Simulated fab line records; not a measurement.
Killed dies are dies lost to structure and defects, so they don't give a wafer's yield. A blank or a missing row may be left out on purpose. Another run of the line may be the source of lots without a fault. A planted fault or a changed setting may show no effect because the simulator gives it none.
The same fault as seen by 2 desks | flow gf180mcu | what lay behind the numbers comes last; until then each desk has only its own

== THE TOOL OWNER'S DESK: cmp-01 ==
The tool's own readings at GF_V3_CMP_26 (polishes, stops on SiO2, t overpolish 15 s, target thk 0 nm): means of the sampled wafers that have a number, for each lot that ran on this tool. The brackets show how far a lot's mean lies from the usual mean; more than 4 standard deviations puts the lot out of limits, marked OUT.
Columns: A = motor-current-A at GF_V3_CMP_26, usual 12.0 A; B = overpolish-run-s at GF_V3_CMP_26, usual 15.000 s; C = time-to-endpoint-s at GF_V3_CMP_26, usual 84 s
lot  | first seen here | A    | B                       | C
L915 | day 23 00:46    | 12.0 | 15.003                  | 84
L916 | day 23 11:20    | 12.2 | 14.994                  | 85
L918 | day 24 05:16    | 12.5 | 9.047 (-99 or more) OUT | 86
L919 | day 24 07:53    | 11.7 | 9.049 (-99 or more) OUT | 82
L922 | day 25 08:13    | 12.2 | 9.040 (-99 or more) OUT | 79
L930 | day 27 19:26    | 12.1 | 14.991                  | 85
L931 | day 28 07:01    | 12.8 | 15.001                  | 83
L935 | day 29 11:44    | 12.4 | 15.001                  | 87
L936 | day 29 12:09    | 12.5 | 15.001                  | 82
L937 | day 29 18:05    | 12.8 | 15.001                  | 86
This desk's verdict: out of limits on L918, L919, L922, starting with L918 at day 24 05:16 (overpolish-run-s at GF_V3_CMP_26). Within limits: L915, L916, L930, L931, L935, L936, L937.

== AT THE METROLOGY DESK ==
Means of the sampled wafers that have a number, per lot and without regard to the tool the lot ran on: this is what the gauges read. The brackets show how far a lot's mean lies from the usual mean; more than 4 standard deviations puts the lot out of limits, marked OUT.
Columns: A = V1_W_RS at GF_V1_RS_MEAS_24, usual 0.329 ohm/sq; B = M5_OVL at GF_M5_OVL_MEAS_08, usual -8 nm
lot  | first seen here | A     | B
L915 | day 18 18:01    | 0.334 | -7
L916 | day 19 04:42    | 0.325 | -12
L918 | day 20 00:52    | 0.331 | -11
L919 | day 20 05:19    | 0.327 | -5
L920 | day 20 11:34    | 0.327 | -12
L922 | day 21 07:34    | 0.331 | -2
L930 | day 24 01:23    | 0.330 | -9
L931 | day 24 14:07    | 0.329 | -1
L932 | day 24 20:28    | 0.329 | -8
L933 | day 25 01:19    | 0.325 | -11
L935 | day 25 20:52    | 0.328 | -4
L936 | day 25 22:26    | 0.326 | -8
L937 | day 26 04:42    | 0.326 | -7
This desk found nothing out of limits on any of the 13 lots.

== BROUGHT TOGETHER ==
An alarm could have come from the tool owner's desk at day 24 05:16, on L918, L919, L922.
The metrology desk saw nothing out of limits.
The metrology desk holds a record of L918, L919, L922, inside its limits.
All the named lots went through GF_V3_CMP_26 on cmp-01.

== WHAT THE SIMULATOR HAD PUT IN ==
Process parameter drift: cmp-01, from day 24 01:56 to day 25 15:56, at GF_V3_CMP_26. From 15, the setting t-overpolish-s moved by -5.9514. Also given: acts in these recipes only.
Shown lots that were struck: L918, L919, L922.
Time in hours from fault onset to the first out-of-limits reading at each desk: the tool owner's desk, 3.
